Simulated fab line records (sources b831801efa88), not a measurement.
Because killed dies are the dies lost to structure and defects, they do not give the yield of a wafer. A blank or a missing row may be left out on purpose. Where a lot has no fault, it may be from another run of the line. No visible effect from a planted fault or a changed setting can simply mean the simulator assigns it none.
fab line records    flow sky130    part 2 of 2: steps 29 to 37 of 37
record: lots: 5  wafers: 15  lastDay: 49
route steps=708 shown METAL3@559 VIA3@573
lots that met no fault: from a run of the same line without faults
startH: hours from the record's opening day to when the first of the lot's shown wafers began    waitH: hours since the lot's step before    " as in the row above    L1.1+2: a row that stands for several wafers    - no value, or no start was given    * or withheld: withheld    < > ~ a bound
route shown NAME@n: names a module that has steps shown in the file, with the first one's number in the route    usual: mean and standard deviation over wafers with no fault    same: alike in all rows    chamber/n: place in a boat    sites: per-site readings    _std_site: how widely they spread, as a standard deviation    _edge_site: inner sites' mean taken away from outer sites' mean    radiusMm: for every site, how far away it sits from the centre of the wafer    mask NAME#n: copy n    behind: the last tool/chamber to shape the wafer    hold: why the lot went on hold/how many hours it stayed there/how the hold came to an end    device: names the non-switching transistor (n, p or np)    end of line: the tests these same wafers got at the end of their route    where a step has no rows: the recipe by itself    killed: not the wafer's yield, but the dies lost to structure and defects at the first sort    map: per-die view of a wafer (x killed, . not killed, _ where there is no die)
set.NAME: the setting that was run; set.NAME@STEP: the one run at that earlier step    model.NAME: the simulator's own value behind a step, which no gauge read
lots at some steps of the route; a table a step, a row a wafer
services: from which hour (startH, from the record's first day; less than 0 if before it) a tool's chamber was out of use, for how many hours, and why
== steps ==
step: SKY_VIA3_ETCH_14
recipe: chemistry: N2/H2  target: BARC  ionEnergyEv: 200  sourceW: 500  biasW: 100  pressureMtorr: 30  n2FlowSccm: 100  h2FlowSccm: 200  stopOn: SiO2  timeS: 45.9  targetDepthA: 600
usual: chamberPressureMTorr: 30.001/0.029  drypumpMotorCurrentA: 5.8/0.44  oesProductAu: 0.855/0.0047  throttleValvePct: 13.224/0.0098
lot.wafer  tool        chamber  startH   waitH  chamberPressureMTorr  drypumpMotorCurrentA  oesProductAu  rfHoursCounterH  throttleValvePct
L077.1     rieDiel-02  3        942.71   0.0    30.027                5.4                   0.849         12               13.223
L077.2     "           0        "        "      30.005                5.6                   0.862         6                13.211
L077.3     "           1        "        "      30.054                6.0                   0.860         15               13.222
L079.1     rieDiel-03  3        963.66   0.0    29.983                5.7                   0.847         14               13.210
L079.2     "           0        "        "      29.993                6.2                   0.851         16               13.217
L079.6     "           1        "        "      29.973                5.9                   0.861         -                13.210
L088.2     rieDiel-01  1        1026.52  0.0    30.043                6.2                   0.849         30               13.217
L088.3     "           3        "        "      29.939                6.2                   0.851         18               13.231
L088.4     "           3        "        "      29.985                6.2                   0.852         -                13.210
L093.2     rieDiel-02  0        1056.23  0.0    30.003                5.7                   0.856         10               13.199
L093.3     "           1        "        "      29.984                6.0                   0.867         19               13.223
L093.5     "           3        "        "      30.001                5.4                   0.861         -                13.224
L094.1     rieDiel-03  3        1064.86  0.0    30.005                5.7                   0.852         19               13.215
L094.4     "           3        "        "      29.957                5.7                   0.859         -                13.221
L094.6     "           1        "        "      30.023                5.9                   0.848         -                13.229
step: SKY_VIA3_ETCH_15
recipe: target: SiO2  chemistry: C4F8/O2/Ar  targetDepthNm: 507  stopOn: TiN  maskMaterial: KrF-thick  sourceW: 1500  biasW: 1200  pressureMtorr: 40  c4f8FlowSccm: withheld  O2_flow_sccm: 6  Ar_flow_sccm: 300  timeS: 78
usual: chamberPressureMTorr: 40.00/0.053  oesProductAu: 0.946/0.0046
lot.wafer  tool        chamber  startH   waitH  chamberPressureMTorr  oesProductAu  rfHoursCounterH
L077.1     rieDiel-02  3        942.75   0.0    39.96                 0.947         12
L077.2     "           0        "        "      40.00                 0.940         6
L077.3     "           1        "        "      40.06                 0.944         15
L079.1     rieDiel-03  3        963.70   0.0    40.01                 0.943         14
L079.2     "           0        "        "      40.01                 0.949         16
L079.6     "           1        "        "      40.06                 0.953         -
L088.2     rieDiel-01  1        1026.56  0.0    39.99                 0.947         30
L088.3     "           3        "        "      39.99                 0.945         18
L088.4     "           3        "        "      40.02                 0.949         -
L093.2     rieDiel-02  0        1056.27  0.0    40.03                 0.944         10
L093.3     "           1        "        "      39.99                 0.951         19
L093.5     "           3        "        "      40.01                 0.949         -
L094.1     rieDiel-03  3        1064.90  0.0    40.03                 0.949         19
L094.4     "           3        "        "      40.00                 0.942         -
L094.6     "           1        "        "      40.02                 0.943         -
step: SKY_VIA3_STRIP_16
recipe: chemistry: O2/N2  powerW: 1400  pressureMtorr: 1500  platenTempC: withheld  o2FlowSccm: 3000  n2FlowSccm: 300  overashFraction: 0.5
usual: chamberPressureMTorr: 1500.0/1.2  drypumpMotorCurrentA: 5.7/0.38  oesProductAu: 0.402/0.0049  stripTimeToEndpointS: 4.143/0.027
lot.wafer  tool            chamber  startH   waitH  chamberPressureMTorr  drypumpMotorCurrentA  oesProductAu  rfHoursCounterH  stripTimeToEndpointS
L077.1     plasmaAsher-02  1        942.81   0.0    1499.6                5.4                   0.402         49               4.181
L077.2     "               0        "        "      1498.9                5.3                   0.400         49               4.109
L077.3     "               1        "        "      1504.3                5.4                   0.411         -                4.142
L079.1     plasmaAsher-04  0        963.76   0.0    1501.9                5.7                   0.405         23               4.192
L079.2     "               1        "        "      1498.9                6.1                   0.408         23               4.134
L079.6     "               1        "        "      1499.3                6.1                   0.393         -                4.113
L088.2     plasmaAsher-01  1        1026.62  0.0    1498.6                6.2                   0.398         122              4.105
L088.3     "               0        "        "      1499.8                5.4                   0.401         -                4.171
L088.4     "               1        "        "      1500.5                6.2                   0.411         -                4.181
L093.2     plasmaAsher-04  1        1056.33  0.0    1500.5                6.2                   0.408         32               4.108
L093.3     "               1        "        "      1499.4                6.1                   0.400         -                4.128
L093.5     "               1        "        "      1500.5                6.2                   0.403         -                4.214
L094.1     plasmaAsher-01  0        1064.96  0.0    1499.9                5.4                   0.398         0                4.157
L094.4     "               1        "        "      1500.3                6.2                   0.409         -                4.146
L094.6     "               1        "        "      1498.0                6.2                   0.403         -                4.134
step: SKY_VIA3_STRIP_17
recipe: chemistry: postEtchResidueRemover  timeS: 1200  tempC: 72.5
lot.wafer   tool         chamber  startH   waitH
L077.1+2+3  wetBench-03  3        942.91   0.1
L079.1+2+6  wetBench-04  2        963.86   0.1
L088.2+3+4  wetBench-03  1        1026.72  0.1
L093.2+3+5  wetBench-01  1        1056.43  0.1
L094.1+4+6  wetBench-01  3        1065.06  0.1
step: SKY_VIA3_CLEAN_18
recipe: chemistry: IPA  timeS: 180  tempC: 25
lot.wafer   tool         chamber  startH   waitH
L077.1+2+3  wetBench-01  2        943.25   0.0
L079.1+2+6  wetBench-01  2        964.20   0.0
L088.2+3+4  wetBench-01  2        1027.07  0.0
L093.2+3+5  wetBench-03  2        1056.81  0.0
L094.1+4+6  wetBench-04  2        1065.43  0.0
step: SKY_VIA3_CLEAN_19
recipe: chemistry: O3/DIW  dry: n2Spin
lot.wafer   tool         chamber  startH   waitH
L077.1+2+3  wetBench-03  1        943.31   0.0
L079.1+2+6  wetBench-03  1        964.27   0.0
L088.2+3+4  wetBench-03  3        1027.12  0.0
L093.2+3+5  wetBench-01  3        1056.86  0.0
L094.1+4+6  wetBench-03  3        1065.50  0.0
step: SKY_VIA3_SPUTTER_20
recipe: material: TiN  targetThkNm: 20  chamberPressurePa: 5  powerW: 4000  timeS: 80
usual: throttleValvePct: 30.5/1.1
lot.wafer  tool           chamber  startH   waitH  throttleValvePct
L077.1     pvdSputter-03  -        943.40   0.0    31.0
L077.2     "              -        "        "      30.9
L077.3     "              -        "        "      29.5
L079.1     pvdSputter-04  -        964.45   0.0    29.8
L079.2     "              -        "        "      28.7
L079.6     "              -        "        "      29.8
L088.2     pvdSputter-03  -        1027.22  0.0    30.0
L088.3     "              -        "        "      30.8
L088.4     "              -        "        "      29.7
L093.2     pvdSputter-03  -        1056.96  0.0    29.5
L093.3     "              -        "        "      30.1
L093.5     "              -        "        "      30.9
L094.1     pvdSputter-04  -        1065.60  0.0    29.7
L094.4     "              -        "        "      29.0
L094.6     "              -        "        "      29.8
step: SKY_VIA3_CVD_21
recipe: material: W  targetThkNm: 390  timeS: 117.31  tempC: 400  pressureTorr: 40
usual: heaterPowerW: 927/60
lot.wafer  tool     chamber  startH   waitH  heaterPowerW
L077.1     cvdW-02  0        943.46   0.0    1019
L077.2     "        1        "        "      853
L077.3     "        1        "        "      841
L079.1     cvdW-02  0        964.51   0.0    1029
L079.2     "        1        "        "      829
L079.6     "        0        "        "      1021
L088.2     cvdW-02  0        1027.28  0.0    991
L088.3     "        1        "        "      864
L088.4     "        0        "        "      1026
L093.2     cvdW-02  0        1057.03  0.0    1026
L093.3     "        0        "        "      1005
L093.5     "        1        "        "      861
L094.1     cvdW-02  1        1065.66  0.0    878
L094.4     "        0        "        "      1022
L094.6     "        0        "        "      1019
step: SKY_VIA3_RS_MEAS_22
recipe: thkMeasGauge: four-point-probe  reads: W_of_VIA3_CVD_21+TiN_of_VIA3_SPUTTER_20
usual: VIA3_W_RS: 0.2953/0.0027
lot.wafer  tool          chamber  startH   waitH  VIA3_W_RS[ohm/sq]
L077.1     filmMetro-01  -        943.59   0.1    0.2947
L077.2     "             -        "        "      0.2916
L077.3     "             -        "        "      0.2917
L079.1     filmMetro-03  -        964.63   0.1    0.3006
L079.2     "             -        "        "      0.3010
L079.6     "             -        "        "      0.2988
L088.2     filmMetro-04  -        1027.42  0.1    0.2963
L088.3     "             -        "        "      0.2966
L088.4     "             -        "        "      0.2961
L093.2     filmMetro-01  -        1057.17  0.1    0.2989
L093.3     "             -        "        "      0.2955
L093.5     "             -        "        "      0.2979
L094.1     filmMetro-01  -        1065.78  0.1    0.2965
L094.4     "             -        "        "      0.2969
L094.6     "             -        "        "      0.2958
== services ==
tool            chamber  startH   hours  kind
pvdSputter-03   -        891.88   2.8    repair
krfScanner-01   -        906.35   1.3    pm
rieDiel-02      1        907.24   4.4    repair
rieDiel-03      3        907.79   4.5    repair
krfScanner-01   -        911.54   0.8    pm
cmp-01          -        912.11   4.0    pm
hdpcvd-01       1        914.88   11.4   repair
krfScanner-01   -        920.76   1.0    pm
rieDiel-03      0        923.08   4.2    repair
krfScanner-02   -        927.62   4.4    pm
wetBench-04     -        941.87   5.7    repair
plasmaAsher-04  -        953.76   2.8    pm
cvdW-02         1        954.55   9.0    repair
rieDiel-01      3        966.64   46.5   repair
rieDiel-03      2        976.40   111.1  repair
rieDiel-01      -        993.07   14.6   pm
krfScanner-02   -        994.29   1.0    pm
rieDiel-02      -        1001.26  2.8    pm
rieMetal-01     1        1014.26  18.6   repair
krfScanner-02   -        1022.08  0.8    pm
krfScanner-02   -        1023.25  1.3    pm
rieMetal-01     -        1034.88  1.8    repair
wetBench-03     -        1041.73  1.9    pm
krfScanner-01   -        1049.64  0.8    pm
